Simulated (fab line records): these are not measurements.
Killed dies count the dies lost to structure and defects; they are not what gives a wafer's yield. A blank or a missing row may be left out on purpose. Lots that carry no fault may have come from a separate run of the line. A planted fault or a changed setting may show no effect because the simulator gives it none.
Struck lot and sound lot, side by side + flow sky130 + 18 out of 708 route steps
Sound: these wafers, L714.2, L714.4, L714.6. Wafers L721.4, L721.5, L721.6 were the ones struck. The cause comes at the end.
Per side, at each step with rows, come the tool, then ch with its chambers, and then its first start. Under that, the readings that differ: sound wafers + struck wafers + difference of the means + sigmas: that difference in standard deviations of wafers without a fault.
alike: readings with means less than 2 such deviations apart, plus words and numbers identical on both sides. not compared: withheld readings, readings lacking a value on some wafer, bounds such as >300 that could conceal the same value, and numbers that have no deviation in the record and whose values overlap.
Wherever a step has rows on one side only, a row that says differs or no value, or a row with sigmas, the two part there. Numbers that don't overlap but have no deviation are shown without sigmas and don't part them. Lack of a reading on every wafer of one side parts them only where that side has two or more wafers.

first, 4 steps without rows for these wafers: SKY_LDD_HVP_SOFTBAKE_03 (time 60 s); SKY_LDD_HVP_EXPOSE_04 (exposes mask HVPTM, target cd 700 nm); SKY_LDD_HVP_PEB_05; SKY_LDD_HVP_DEVELOP_06 (develop time 60 s).
SKY_LDD_HVP_OVL_MEAS_07:
  sound on overlay-02 at day 21 14:41; struck on overlay-01 at day 24 04:53
  alike: LDD_HVP_OVL
then, 1 step without rows for these wafers: SKY_LDD_HVP_IMPLANT_08.
SKY_LDD_HVP_STRIP_09: strips in O2/N2.
  sound on plasma asher-03 ch 0,1, day 21 14:52; struck on plasma asher-03 ch 0,1, day 24 05:05
  alike: chamber pressure mTorr, drypump motor current A, oes product au, strip time to endpoint s
  not compared: rf hours counter h
SKY_LDD_HVP_TW_MEAS_10:
  sound on film metro-03 at day 21 14:58; struck on film metro-04 at day 24 05:11
| reading    | sound             | struck            | difference | sigmas |
|------------|-------------------|-------------------|------------|--------|
| LDD_HVP_TW | 448.5 451.9 450.5 | 452.7 456.7 458.3 | +5.6       | +3     |
then, 4 steps without rows for these wafers: SKY_LDD_LDN_DEHYDRATE_00 (time 60 s); SKY_LDD_LDN_HMDS_01 (prime time 60 s); SKY_LDD_LDN_COAT_02 (resist thk 1140 nm); SKY_LDD_LDN_SOFTBAKE_03 (time 60 s).
SKY_LDD_LDN_EXPOSE_04: exposes mask LDNTM, target cd 700 nm.
  sound on iline stepper-02 ch 0, day 22 06:13; struck on iline stepper-02 ch 0, day 24 19:57
| reading                         | sound                | struck            | difference | sigmas |
|---------------------------------|----------------------|-------------------|------------|--------|
| model.LDD_LDN.overlay x nm (nm) | -1.362 -1.362 -1.362 | 74.54 74.54 74.54 | +75.90     |        |
  alike: mask
then, 2 steps without rows for these wafers: SKY_LDD_LDN_PEB_05; SKY_LDD_LDN_DEVELOP_06 (develop time 60 s).
SKY_LDD_LDN_OVL_MEAS_07:
  sound on overlay-02 at day 22 20:47; struck on overlay-01 at day 25 09:24
| reading          | sound        | struck         | difference | sigmas |
|------------------|--------------|----------------|------------|--------|
| LDD_LDN_OVL (nm) | -0.8 0.2 0.2 | 74.2 73.8 72.9 | +73.8      | +57    |
then, 1 step without rows for these wafers: SKY_LDD_LDN_IMPLANT_08.
-- record jumps: 22 days separate the struck wafers' starts on either side; left off in module LDD_LDN, taken up again in module PAD_OPEN, whose first shown step is the route's number 708 --
SKY_PAD_OPEN_PROBE_99:
  sound on prober-02 at day 45 18:57; struck on prober-01 at day 47 12:02
  alike: killed_at_M0_to_M3, killed_at_M4_up, killed at contacts, killed at front end, killed at other, killed dies, killed open, killed short

== WHERE THEY PART ==
Last at SKY_LDD_LDN_OVL_MEAS_07 as far as this record goes, first at SKY_LDD_HVP_TW_MEAS_10. Later steps at which nothing parts them and some readings are alike: SKY_PAD_OPEN_PROBE_99.

WHY: what the simulator had put in
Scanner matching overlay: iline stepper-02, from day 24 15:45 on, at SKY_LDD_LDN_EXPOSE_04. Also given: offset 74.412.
